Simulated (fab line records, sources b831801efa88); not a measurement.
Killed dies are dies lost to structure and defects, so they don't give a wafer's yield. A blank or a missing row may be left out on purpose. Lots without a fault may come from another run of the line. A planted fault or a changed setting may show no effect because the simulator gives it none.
fab line records | flow gf180mcu | part 1 of 2: steps 1 to 26 of 36
record lots=5 wafers=15 last_day=34
route steps=602 shown MVSD@72 MVPSD@78 VT_IMPLANT@90
lots that met no fault: from a run of the same line without faults
start_h: hours from the record's first day to the start of the lot's first wafer shown | wait_h: hours since the lot's step before | " the same as in the row above | L1.1+2: a row that stands for several wafers | - no value, or no start given | * or withheld: withheld | < > ~ a bound
route shown NAME@n: a module of which the file shows steps, and the number in the route of the first | usual: mean/standard deviation of fault-free wafers | same: alike in all rows | chamber/n: place in a boat | sites: the reading at each site | _std_site: their standard deviation | _edge_site: outer sites' mean less inner sites' | radius_mm: how far each site lies from the wafer's centre | mask NAME#n: copy n | behind: the tool/chamber that last shaped the wafer | hold: why the lot was held/for how many hours/how that ended | device: the transistor (n, p or np) that didn't switch | end of line: the same wafers' tests at the end of the route | a step without rows: its recipe alone | killed: dies lost to structure and defects at the first sort, not the wafer's yield | map: a wafer's dies, x killed, . not, _ none there
set.NAME: the setting as run; set.NAME@STEP: as run at that earlier step | model.NAME: the simulator's own value behind a step, which no gauge read
lots at some steps of the route; a table a step, a row a wafer
services: from which hour (start_h, from the record's first day; less than 0 if before it) a tool's chamber was out of use, for how many hours, and why
## steps
# step GF_MVSD_DEVELOP_06
# recipe wall_angle_deg=90 develop_time_s=60 dev_temp_c=23
# usual resist_line_temp_C=23.01/0.11
# columns lot.wafer tool chamber start_h wait_h resist_line_temp_C
L076.2 litho_track-03 0 - - 22.79
L076.4 " 0 " " 23.02
L076.6 " 0 " " 23.01
L081.2 litho_track-01 0 - - 22.97
L081.4 " 0 " " 23.00
L081.6 " 0 " " 23.01
L083.1 litho_track-01 0 - - 23.01
L083.2 " 0 " " 23.04
L083.5 " 0 " " 23.04
L092.2 litho_track-03 0 - - 23.07
L092.4 " 0 " " 23.06
L092.5 " 0 " " 22.99
L094.1 litho_track-04 0 - - 22.97
L094.5 " 0 " " 22.96
L094.6 " 0 " " 22.97
# step GF_MVSD_OVL_MEAS_07
# usual MVSD_OVL=0.6/1.2
# columns lot.wafer tool chamber start_h wait_h MVSD_OVL[nm]
L076.2 overlay-02 - 97.36 - 0.5
L076.4 " - " " 0.7
L076.6 " - " " 0.6
L081.2 overlay-02 - 122.30 - -0.9
L081.4 " - " " 0.3
L081.6 " - " " -0.2
L083.1 overlay-01 - 133.24 - -0.7
L083.2 " - " " 0.7
L083.5 " - " " 1.9
L092.2 overlay-02 - 186.31 - 0.9
L092.4 " - " " -0.3
L092.5 " - " " 0.0
L094.1 overlay-02 - 200.09 - 1.0
L094.5 " - " " 1.9
L094.6 " - " " 0.7
# step GF_MVSD_IMPLANT_08
# recipe species=P energy_kev=400 dose_cm2=1.6e+13 tilt_deg=0
# usual faraday_current_uA=90.2/1.8
# columns lot.wafer tool chamber start_h wait_h faraday_current_uA
L076.2 implanter-02 0 97.42 0.0 87.8
L076.4 " 0 " " 89.3
L076.6 " 0 " " 90.9
L081.2 implanter-02 0 122.35 0.0 88.7
L081.4 " 0 " " 87.4
L081.6 " 0 " " 91.2
L083.1 implanter-04 0 133.28 0.0 87.0
L083.2 " 0 " " 88.7
L083.5 " 0 " " 89.5
L092.2 implanter-02 0 186.37 0.0 90.4
L092.4 " 0 " " 89.5
L092.5 " 0 " " 89.9
L094.1 implanter-04 0 200.12 0.0 88.3
L094.5 " 0 " " 88.4
L094.6 " 0 " " 88.5
# step GF_MVSD_IMPLANT_09
# recipe species=P energy_kev=100 dose_cm2=5e+12 tilt_deg=0
# usual faraday_current_uA=28.3/0.54
# columns lot.wafer tool chamber start_h wait_h faraday_current_uA
L076.2 implanter-02 0 97.57 0.1 28.2
L076.4 " 0 " " 27.5
L076.6 " 0 " " 28.6
L081.2 implanter-02 0 122.50 0.1 28.1
L081.4 " 0 " " 28.8
L081.6 " 0 " " 28.8
L083.1 implanter-04 0 133.43 0.1 28.4
L083.2 " 0 " " 28.2
L083.5 " 0 " " 28.2
L092.2 implanter-02 0 186.52 0.1 27.6
L092.4 " 0 " " 28.7
L092.5 " 0 " " 27.4
L094.1 implanter-04 0 200.27 0.1 28.2
L094.5 " 0 " " 29.2
L094.6 " 0 " " 29.2
# step GF_MVSD_STRIP_10
# recipe chemistry=O2/N2 power_w=1400 pressure_mtorr=1500 platen_temp_c=250 o2_flow_sccm=3000 n2_flow_sccm=300 overash_fraction=0.5
# usual drypump_motor_current_A=5.9/0.46 heater_power_w=334/22 oes_product_au=0.722/0.0051 strip_time_to_endpoint_s=36.97/0.094
# columns lot.wafer tool chamber start_h wait_h drypump_motor_current_A heater_power_w oes_product_au rf_hours_counter_h strip_time_to_endpoint_s
L076.2 plasma_asher-02 1 97.69 0.1 5.3 330 0.722 44 36.83
L076.4 " 0 " " 6.2 347 0.714 - 36.85
L076.6 " 1 " " 5.2 330 0.720 - 36.80
L081.2 plasma_asher-02 1 122.63 0.1 5.2 317 0.726 0 36.91
L081.4 " 1 " " 5.2 314 0.728 - 36.85
L081.6 " 1 " " 5.2 319 0.720 - 36.95
L083.1 plasma_asher-04 1 133.58 0.1 6.6 291 0.723 34 36.86
L083.2 " 0 " " 5.8 322 0.728 34 36.93
L083.5 " 1 " " 6.6 290 0.724 - 36.88
L092.2 plasma_asher-03 1 186.64 0.1 5.5 345 0.722 58 37.08
L092.4 " 1 " " 5.5 334 0.732 - 37.11
L092.5 " 0 " " 6.1 365 0.721 - 37.12
L094.1 plasma_asher-04 0 200.42 0.1 5.9 327 0.727 37 36.97
L094.5 " 1 " " 6.6 294 0.718 - 36.93
L094.6 " 0 " " 5.9 321 0.719 - 36.95
# step GF_MVSD_TW_MEAS_11
# usual MVSD_TW=1589/12
# columns lot.wafer tool chamber start_h wait_h MVSD_TW
L076.2 film_metro-03 - 97.80 0.1 1580
L076.4 " - " " 1576
L076.6 " - " " 1577
L081.2 film_metro-04 - 122.74 0.1 1597
L081.4 " - " " 1600
L081.6 " - " " 1606
L083.1 film_metro-02 - 133.68 0.1 1592
L083.2 " - " " 1589
L083.5 " - " " 1584
L092.2 film_metro-04 - 186.75 0.1 1605
L092.4 " - " " 1607
L092.5 " - " " 1608
L094.1 film_metro-02 - 200.52 0.1 1595
L094.5 " - " " 1595
L094.6 " - " " 1586
# step GF_MVPSD_DEHYDRATE_00
# recipe temp_c=200 time_s=60
# usual resist_line_temp_C=23.02/0.11
# columns lot.wafer tool chamber start_h wait_h resist_line_temp_C
L076.2 litho_track-04 0 104.01 6.2 23.05
L076.4 " 0 " " 23.14
L076.6 " 0 " " 23.06
L081.2 litho_track-04 0 129.91 7.2 22.95
L081.4 " 0 " " 22.91
L081.6 " 0 " " 22.96
L083.1 litho_track-04 0 141.24 7.5 22.81
L083.2 " 0 " " 23.02
L083.5 " 0 " " 22.95
L092.2 litho_track-04 0 194.51 7.7 23.05
L092.4 " 0 " " 22.94
L092.5 " 0 " " 23.06
L094.1 litho_track-03 0 208.85 8.3 23.01
L094.5 " 0 " " 23.14
L094.6 " 0 " " 22.92
# step GF_MVPSD_HMDS_01
# recipe prime_time_s=60 prime_temp_c=120
# usual resist_line_temp_C=23.03/0.11
# columns lot.wafer tool chamber start_h wait_h resist_line_temp_C
L076.2 litho_track-04 0 104.16 0.1 22.93
L076.4 " 0 " " 23.20
L076.6 " 0 " " 22.99
L081.2 litho_track-04 0 130.06 0.1 22.86
L081.4 " 0 " " 22.91
L081.6 " 0 " " 22.94
L083.1 litho_track-04 0 141.39 0.1 22.94
L083.2 " 0 " " 23.11
L083.5 " 0 " " 23.09
L092.2 litho_track-04 0 194.66 0.1 23.11
L092.4 " 0 " " 22.93
L092.5 " 0 " " 22.91
L094.1 litho_track-03 0 209.00 0.1 23.02
L094.5 " 0 " " 23.11
L094.6 " 0 " " 23.02
# step GF_MVPSD_COAT_02
# recipe spin_rpm=2000 resist_thk_nm=3000
# usual resist_line_temp_C=22.99/0.11
# columns lot.wafer tool chamber start_h wait_h resist_line_temp_C
L076.2 litho_track-04 0 104.31 0.1 22.95
L076.4 " 0 " " 23.05
L076.6 " 0 " " 22.75
L081.2 litho_track-04 0 130.21 0.1 23.14
L081.4 " 0 " " 23.20
L081.6 " 0 " " 22.95
L083.1 litho_track-04 0 141.54 0.1 22.93
L083.2 " 0 " " 22.96
L083.5 " 0 " " 23.05
L092.2 litho_track-04 0 194.81 0.1 23.01
L092.4 " 0 " " 23.11
L092.5 " 0 " " 23.11
L094.1 litho_track-03 0 209.15 0.1 23.11
L094.5 " 0 " " 23.19
L094.6 " 0 " " 23.10
# step GF_MVPSD_SOFTBAKE_03
# recipe temp_c=110 time_s=withheld
# usual resist_line_temp_C=23.00/0.086
# columns lot.wafer tool chamber start_h wait_h resist_line_temp_C
L076.2 litho_track-04 0 104.47 0.1 22.85
L076.4 " 0 " " 23.02
L076.6 " 0 " " 23.10
L081.2 litho_track-04 0 130.37 0.1 22.91
L081.4 " 0 " " 23.01
L081.6 " 0 " " 23.07
L083.1 litho_track-04 0 141.69 0.1 22.95
L083.2 " 0 " " 23.04
L083.5 " 0 " " 23.03
L092.2 litho_track-04 0 194.97 0.1 23.06
L092.4 " 0 " " 23.04
L092.5 " 0 " " 23.15
L094.1 litho_track-03 0 209.30 0.1 22.92
L094.5 " 0 " " 22.85
L094.6 " 0 " " 22.85
# step GF_MVPSD_EXPOSE_04
# recipe mask_id=MVPSD target_cd_nm=1000 na=0.6 source_shape=conventional sigma_outer=0.6 dose_mj=260
# columns lot.wafer tool chamber start_h wait_h mask
L076.2+4+6 iline_stepper-02 0 - - MVPSD#0
L081.2+4+6 iline_stepper-02 0 - - MVPSD#0
L083.1+2+5 iline_stepper-02 0 - - MVPSD#0
L092.2+4+5 iline_stepper-02 0 - - MVPSD#0
L094.1+5+6 iline_stepper-02 0 - - MVPSD#0
# step GF_MVPSD_PEB_05
# recipe temp_c=115 time_s=withheld
# usual resist_line_temp_C=22.98/0.12
# columns lot.wafer tool chamber start_h wait_h resist_line_temp_C
L076.2 litho_track-04 0 - - 23.24
L076.4 " 0 " " 22.84
L076.6 " 0 " " 22.92
L081.2 litho_track-04 0 - - 23.03
L081.4 " 0 " " 22.93
L081.6 " 0 " " 22.98
L083.1 litho_track-02 0 - - 23.04
L083.2 " 0 " " 22.91
L083.5 " 0 " " 23.17
L092.2 litho_track-03 0 - - 23.16
L092.4 " 0 " " 23.17
L092.5 " 0 " " 23.02
L094.1 litho_track-02 0 - - 23.06
L094.5 " 0 " " 23.07
L094.6 " 0 " " 23.18
# step GF_MVPSD_DEVELOP_06
# recipe wall_angle_deg=90 develop_time_s=60 dev_temp_c=23
# usual resist_line_temp_C=22.99/0.098
# columns lot.wafer tool chamber start_h wait_h resist_line_temp_C
L076.2 litho_track-04 0 - - 22.93
L076.4 " 0 " " 22.96
L076.6 " 0 " " 23.07
L081.2 litho_track-04 0 - - 23.09
L081.4 " 0 " " 22.96
L081.6 " 0 " " 22.96
L083.1 litho_track-02 0 - - 23.06
L083.2 " 0 " " 23.08
L083.5 " 0 " " 22.99
L092.2 litho_track-03 0 - - 22.86
L092.4 " 0 " " 22.83
L092.5 " 0 " " 23.01
L094.1 litho_track-02 0 - - 23.03
L094.5 " 0 " " 23.03
L094.6 " 0 " " 23.15
# step GF_MVPSD_OVL_MEAS_07
# usual MVPSD_OVL=0.1/1.3
# columns lot.wafer tool chamber start_h wait_h MVPSD_OVL[nm]
L076.2 overlay-01 - 111.79 - -0.7
L076.4 " - " " 0.3
L076.6 " - " " 0.5
L081.2 overlay-02 - 138.19 - -1.8
L081.4 " - " " -0.6
L081.6 " - " " -2.7
L083.1 overlay-02 - 150.04 - 1.5
L083.2 " - " " 2.9
L083.5 " - " " 2.1
L092.2 overlay-01 - 204.01 - -0.6
L092.4 " - " " 0.4
L092.5 " - " " 0.5
L094.1 overlay-02 - 218.19 - 0.4
L094.5 " - " " 0.6
L094.6 " - " " 0.4
# step GF_MVPSD_IMPLANT_08
# recipe species=B energy_kev=170 dose_cm2=1.5e+13 tilt_deg=0
# usual faraday_current_uA=84.5/1.6
# columns lot.wafer tool chamber start_h wait_h faraday_current_uA
L076.2 implanter-01 0 111.85 0.0 85.0
L076.4 " 0 " " 83.2
L076.6 " 0 " " 81.8
L081.2 implanter-03 0 138.25 0.0 85.7
L081.4 " 0 " " 87.2
L081.6 " 0 " " 86.2
L083.1 implanter-01 0 150.08 0.0 82.9
L083.2 " 0 " " 83.4
L083.5 " 0 " " 82.3
L092.2 implanter-04 0 204.07 0.0 85.1
L092.4 " 0 " " 84.9
L092.5 " 0 " " 84.9
L094.1 implanter-01 0 218.23 0.0 85.6
L094.5 " 0 " " 81.9
L094.6 " 0 " " 84.7
# step GF_MVPSD_IMPLANT_09
# recipe species=B energy_kev=40 dose_cm2=5e+12 tilt_deg=0
# usual faraday_current_uA=28.2/0.54
# columns lot.wafer tool chamber start_h wait_h faraday_current_uA
L076.2 implanter-01 0 112.00 0.1 28.9
L076.4 " 0 " " 27.6
L076.6 " 0 " " 27.6
L081.2 implanter-03 0 138.40 0.1 28.5
L081.4 " 0 " " 28.2
L081.6 " 0 " " 27.8
L083.1 implanter-01 0 150.23 0.1 28.3
L083.2 " 0 " " 28.8
L083.5 " 0 " " 28.9
L092.2 implanter-04 0 204.22 0.1 27.8
L092.4 " 0 " " 28.0
L092.5 " 0 " " 28.0
L094.1 implanter-01 0 218.38 0.1 28.0
L094.5 " 0 " " 28.3
L094.6 " 0 " " 27.7
# step GF_MVPSD_STRIP_10
# recipe chemistry=O2/N2 power_w=1400 pressure_mtorr=1500 platen_temp_c=250 o2_flow_sccm=3000 n2_flow_sccm=300 overash_fraction=0.5
# usual drypump_motor_current_A=5.7/0.46 heater_power_w=349/35 oes_product_au=0.722/0.0045 strip_time_to_endpoint_s=36.94/0.087
# columns lot.wafer tool chamber start_h wait_h drypump_motor_current_A heater_power_w oes_product_au rf_hours_counter_h strip_time_to_endpoint_s
L076.2 plasma_asher-03 1 112.12 0.1 5.6 342 0.726 48 36.85
L076.4 " 0 " " 6.1 374 0.727 - 36.83
L076.6 " 0 " " 6.1 378 0.716 - 36.73
L081.2 plasma_asher-03 0 138.52 0.1 6.1 375 0.720 51 36.92
L081.4 " 1 " " 5.5 343 0.723 - 36.90
L081.6 " 1 " " 5.5 350 0.728 - 36.87
L083.1 plasma_asher-04 1 150.38 0.1 6.6 290 0.719 36 36.85
L083.2 " 0 " " 5.8 318 0.722 36 36.83
L083.5 " 0 " " 5.9 329 0.715 - 36.72
L092.2 plasma_asher-01 1 204.34 0.1 5.7 340 0.725 54 37.15
L092.4 " 1 " " 5.7 336 0.721 - 37.03
L092.5 " 1 " " 5.7 330 0.724 - 36.99
L094.1 plasma_asher-01 1 218.53 0.1 5.6 335 0.733 55 37.01
L094.5 " 1 " " 5.7 333 0.720 - 36.94
L094.6 " 0 " " 5.1 405 0.728 - 36.93
# step GF_MVPSD_TW_MEAS_11
# usual MVPSD_TW=556/3.7
# columns lot.wafer tool chamber start_h wait_h MVPSD_TW
L076.2 film_metro-03 - 112.23 0.1 554
L076.4 " - " " 553
L076.6 " - " " 552
L081.2 film_metro-03 - 138.63 0.1 555
L081.4 " - " " 554
L081.6 " - " " 555
L083.1 film_metro-03 - 150.48 0.1 552
L083.2 " - " " 553
L083.5 " - " " 553
L092.2 film_metro-03 - 204.45 0.1 552
L092.4 " - " " 554
L092.5 " - " " 553
L094.1 film_metro-03 - 218.63 0.1 555
L094.5 " - " " 555
L094.6 " - " " 559
# step GF_VT_IMPLANT_DEHYDRATE_00
# recipe temp_c=200 time_s=60
# usual resist_line_temp_C=23.00/0.092
# columns lot.wafer tool chamber start_h wait_h resist_line_temp_C
L076.2 litho_track-02 0 118.72 6.5 23.11
L076.4 " 0 " " 23.05
L076.6 " 0 " " 23.21
L081.2 litho_track-01 0 145.37 6.7 23.00
L081.4 " 0 " " 22.98
L081.6 " 0 " " 23.01
L083.1 litho_track-01 0 157.94 7.5 23.02
L083.2 " 0 " " 23.01
L083.5 " 0 " " 22.94
L092.2 litho_track-02 0 212.62 8.2 23.05
L092.4 " 0 " " 22.95
L092.5 " 0 " " 23.08
L094.1 litho_track-03 0 227.30 8.7 23.04
L094.5 " 0 " " 23.19
L094.6 " 0 " " 23.09
# step GF_VT_IMPLANT_HMDS_01
# recipe prime_time_s=60 prime_temp_c=120
# usual resist_line_temp_C=22.99/0.098
# columns lot.wafer tool chamber start_h wait_h resist_line_temp_C
L076.2 litho_track-02 0 118.87 0.1 22.98
L076.4 " 0 " " 23.10
L076.6 " 0 " " 23.04
L081.2 litho_track-01 0 145.52 0.1 23.16
L081.4 " 0 " " 23.04
L081.6 " 0 " " 22.95
L083.1 litho_track-01 0 158.09 0.1 22.87
L083.2 " 0 " " 22.84
L083.5 " 0 " " 22.93
L092.2 litho_track-02 0 212.77 0.1 22.88
L092.4 " 0 " " 23.06
L092.5 " 0 " " 22.98
L094.1 litho_track-03 0 227.45 0.1 23.06
L094.5 " 0 " " 23.13
L094.6 " 0 " " 23.03
# step GF_VT_IMPLANT_COAT_02
# recipe resist=NOVOLAK spin_rpm=3000 resist_thk_nm=1016
# usual resist_line_temp_C=23.01/0.11
# columns lot.wafer tool chamber start_h wait_h resist_line_temp_C
L076.2 litho_track-02 0 119.02 0.1 22.95
L076.4 " 0 " " 23.01
L076.6 " 0 " " 23.20
L081.2 litho_track-01 0 145.67 0.1 22.95
L081.4 " 0 " " 23.02
L081.6 " 0 " " 23.02
L083.1 litho_track-01 0 158.24 0.1 23.01
L083.2 " 0 " " 22.93
L083.5 " 0 " " 23.05
L092.2 litho_track-02 0 212.92 0.1 23.02
L092.4 " 0 " " 23.07
L092.5 " 0 " " 22.86
L094.1 litho_track-03 0 227.60 0.1 22.94
L094.5 " 0 " " 22.93
L094.6 " 0 " " 22.90
# step GF_VT_IMPLANT_SOFTBAKE_03
# recipe temp_c=90 time_s=60 resist=NOVOLAK
# usual resist_line_temp_C=23.00/0.12
# columns lot.wafer tool chamber start_h wait_h resist_line_temp_C
L076.2 litho_track-02 0 119.17 0.1 23.08
L076.4 " 0 " " 23.27
L076.6 " 0 " " 23.07
L081.2 litho_track-01 0 145.82 0.1 22.98
L081.4 " 0 " " 22.96
L081.6 " 0 " " 22.97
L083.1 litho_track-01 0 158.39 0.1 22.96
L083.2 " 0 " " 22.88
L083.5 " 0 " " 22.95
L092.2 litho_track-02 0 213.07 0.1 22.82
L092.4 " 0 " " 22.87
L092.5 " 0 " " 23.02
L094.1 litho_track-03 0 227.75 0.1 23.15
L094.5 " 0 " " 23.13
L094.6 " 0 " " 23.00
# step GF_VT_IMPLANT_EXPOSE_04
# recipe mask_id=LVPWELL_LV_AREA target_cd_nm=600 na=0.6 source_shape=conventional sigma_outer=0.6 dose_mj=140
# columns lot.wafer tool chamber start_h wait_h mask
L076.2+4+6 iline_stepper-01 0 - - LVPWELL_LV_AREA#0
L081.2+4+6 iline_stepper-02 0 - - LVPWELL_LV_AREA#0
L083.1+2+5 iline_stepper-01 0 - - LVPWELL_LV_AREA#0
L092.2+4+5 iline_stepper-02 0 - - LVPWELL_LV_AREA#0
L094.1+5+6 iline_stepper-02 0 - - LVPWELL_LV_AREA#0
# step GF_VT_IMPLANT_PEB_05
# recipe temp_c=withheld time_s=* resist=NOVOLAK
# usual resist_line_temp_C=*
# columns lot.wafer tool chamber start_h wait_h resist_line_temp_C
L076.2 litho_track-01 0 - - *
L076.4 " 0 " " *
L076.6 " 0 " " *
L081.2 litho_track-01 0 - - *
L081.4 " 0 " " *
L081.6 " 0 " " *
L083.1 litho_track-03 0 - - *
L083.2 " 0 " " *
L083.5 " 0 " " *
L092.2 litho_track-01 0 - - *
L092.4 " 0 " " *
L092.5 " 0 " " *
L094.1 litho_track-01 0 - - *
L094.5 " 0 " " *
L094.6 " 0 " " *
# step GF_VT_IMPLANT_DEVELOP_06
# recipe develop_time_s=60 dev_temp_c=23
# usual resist_line_temp_C=23.01/0.11
# columns lot.wafer tool chamber start_h wait_h resist_line_temp_C
L076.2 litho_track-01 0 126.57 0.1 22.82
L076.4 " 0 " " 22.89
L076.6 " 0 " " 22.86
L081.2 litho_track-01 0 153.87 0.1 22.93
L081.4 " 0 " " 22.83
L081.6 " 0 " " 22.83
L083.1 litho_track-03 0 166.21 0.1 23.06
L083.2 " 0 " " 23.05
L083.5 " 0 " " 23.08
L092.2 litho_track-01 0 222.21 0.1 22.83
L092.4 " 0 " " 23.04
L092.5 " 0 " " 22.89
L094.1 litho_track-01 0 236.09 0.1 23.08
L094.5 " 0 " " 23.08
L094.6 " 0 " " 23.14
# step GF_VT_IMPLANT_OVL_MEAS_07
# usual VT_IMPLANT_OVL=0.6/1.2
# columns lot.wafer tool chamber start_h wait_h VT_IMPLANT_OVL[nm]
L076.2 overlay-02 - 126.70 0.1 -0.6
L076.4 " - " " -1.2
L076.6 " - " " -0.9
L081.2 overlay-02 - 154.00 0.1 1.8
L081.4 " - " " 3.5
L081.6 " - " " 2.9
L083.1 overlay-01 - 166.36 0.1 1.6
L083.2 " - " " 2.1
L083.5 " - " " 1.6
L092.2 overlay-01 - 222.35 0.1 0.5
L092.4 " - " " 0.1
L092.5 " - " " 0.8
L094.1 overlay-01 - 236.24 0.1 1.5
L094.5 " - " " 1.2
L094.6 " - " " 0.9
